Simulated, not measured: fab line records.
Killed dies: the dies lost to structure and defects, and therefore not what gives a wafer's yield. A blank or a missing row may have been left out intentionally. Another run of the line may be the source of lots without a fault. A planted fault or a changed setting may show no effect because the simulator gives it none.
A lot that was struck, set against a sound lot	flow sky130	15 steps out of a route of 708
Sound: wafers L416.2, L416.4, L416.5. Struck: wafer L427.2 (left out: L427.1, L427.4 of the same lot, which were not struck); the cause appears at the end.
For every step that has rows: the tool of each side, followed by ch and its chambers, followed by its first start. Under that, the readings that differ: sound wafers	struck wafers	difference of the means	sigmas: that difference in standard deviations of wafers without a fault.
alike: words and numbers the same on both sides, and readings whose means are apart by under 2 such deviations; not compared: readings that were withheld, readings missing a value for some wafer, numbers with overlapping values and no deviation given by the record, and bounds like >300 which may hide the same value.
A row with sigmas, a row that says differs or no value, or rows on one side alone: a step with any of these is where the two part. When numbers do not overlap yet have no deviation, they are printed without sigmas and do not part them. Lack of a reading on every wafer of one side parts them only where that side has two or more wafers.

SKY_VIA2_OVL_MEAS_13:
  sound: overlay-02 at day 36 19:11; struck: overlay-02 at day 40 03:37
  alike: VIA2_OVL
SKY_VIA2_ETCH_14: etches BARC in N2/H2, stops on SiO2, time 45.9 s, target depth 60 nm.
  sound on rieDiel-04 ch 1,2,3, day 36 19:13; struck on rieDiel-03 ch 2, day 40 03:40
  alike: biasW, drypumpMotorCurrentA, oesProductAu, throttleValvePct
  not compared: rfHoursCounterH
SKY_VIA2_ETCH_15: etches SiO2 in C4F8/O2/Ar, stops on TiN, target depth 546 nm, time 84 s.
  sound on rieDiel-04 ch 1,2,3, day 36 19:16; struck on rieDiel-03 ch 2, day 40 03:42
reading	sound	struck	difference	sigmas
biasW (W)	1193 1200 1200	1208	+10	+3
  alike: oesProductAu
  not compared: rfHoursCounterH
SKY_VIA2_STRIP_16: strips in O2/N2.
  sound on plasmaAsher-04 ch 0,1, day 36 19:19; struck on plasmaAsher-02 ch 0, day 40 03:46
  alike: drypumpMotorCurrentA, oesProductAu, stripTimeToEndpointS
  not compared: rfHoursCounterH
then, 3 steps without rows for these wafers: SKY_VIA2_STRIP_17 (strips in post etch residue remover, time 1200 s); SKY_VIA2_CLEAN_18 (cleans in IPA, time 180 s); SKY_VIA2_CLEAN_19 (cleans in O3/DIW).
SKY_VIA2_SPUTTER_20: material TiN, target thk 20 nm, time 80 s.
  sound: pvdSputter-01 at day 36 19:55; struck: pvdSputter-01 at day 40 04:43
  alike: throttleValvePct
SKY_VIA2_CVD_21: deposits W, target thk 420 nm, time 126.4 s.
  sound on cvdW-01 ch 0,1, day 36 19:59; struck on cvdW-02 ch 0, day 40 04:46
reading	sound	struck	difference	sigmas
heaterPowerW (W)	909 867 918	754	-144	-2
  alike: chamberPressureTorr
SKY_VIA2_RS_MEAS_22: the measuring method here is four-point-probe.
  sound: filmMetro-02 at day 36 20:11; struck: filmMetro-04 at day 40 05:02
reading	sound	struck	difference	sigmas
VIA2_W_RS (ohm/sq)	0.2818 0.2767 0.2768	0.2688	-0.0096	-3
SKY_VIA2_THK_MEAS_23: measures by xrf.
  sound: filmMetro-02 at day 36 20:17; struck: filmMetro-04 at day 40 05:09
  alike: VIA2_W_THK
then, 1 step without rows for these wafers: SKY_VIA2_CMP_24 (polishes, stops on SiO2, t overpolish 18.95 s, target thk 0 nm).
SKY_METAL3_SPUTTER_00: material Ti, target thk 15 nm, time 10 s.
  sound: pvdSputter-04 at day 36 20:38; struck: pvdSputter-04 at day 40 05:31
reading	sound	struck	difference	sigmas
model.Ti_of_METAL3_SPUTTER_00.thkNm (nm)	14.88 14.85 15.02	10.96	-3.96	
  alike: throttleValvePct
then, 1 step without rows for these wafers: SKY_METAL3_SPUTTER_01 (material TiN, target thk 20 nm, time 16.7 s).
-- the record jumps here: 9 days lie between the struck wafers' starts before and after (it left off in module METAL3 and takes up again in module PAD_OPEN, whose first step shown is number 708 of the route) --
SKY_PAD_OPEN_PROBE_99:
  sound: prober-01 at day 46 08:55; struck: prober-02 at day 49 00:43
reading	sound	struck	difference	sigmas
killedAtContacts	29 33 27	13	-17	-3
  alike: defectLimitedYield, killed_at_M0_to_M3, killed_at_M4_up, killedAtFrontEnd, killedAtOther, killedDies, killedOpen, killedShort, sort_bin_3_pad_short, sort_bin_5_function, sort_bin_6_memory, sortNPass, sortYieldPct

WHERE THEY PART
At SKY_VIA2_ETCH_15 first; at SKY_PAD_OPEN_PROBE_99 last (within this record only).

WHY: what the simulator had put in
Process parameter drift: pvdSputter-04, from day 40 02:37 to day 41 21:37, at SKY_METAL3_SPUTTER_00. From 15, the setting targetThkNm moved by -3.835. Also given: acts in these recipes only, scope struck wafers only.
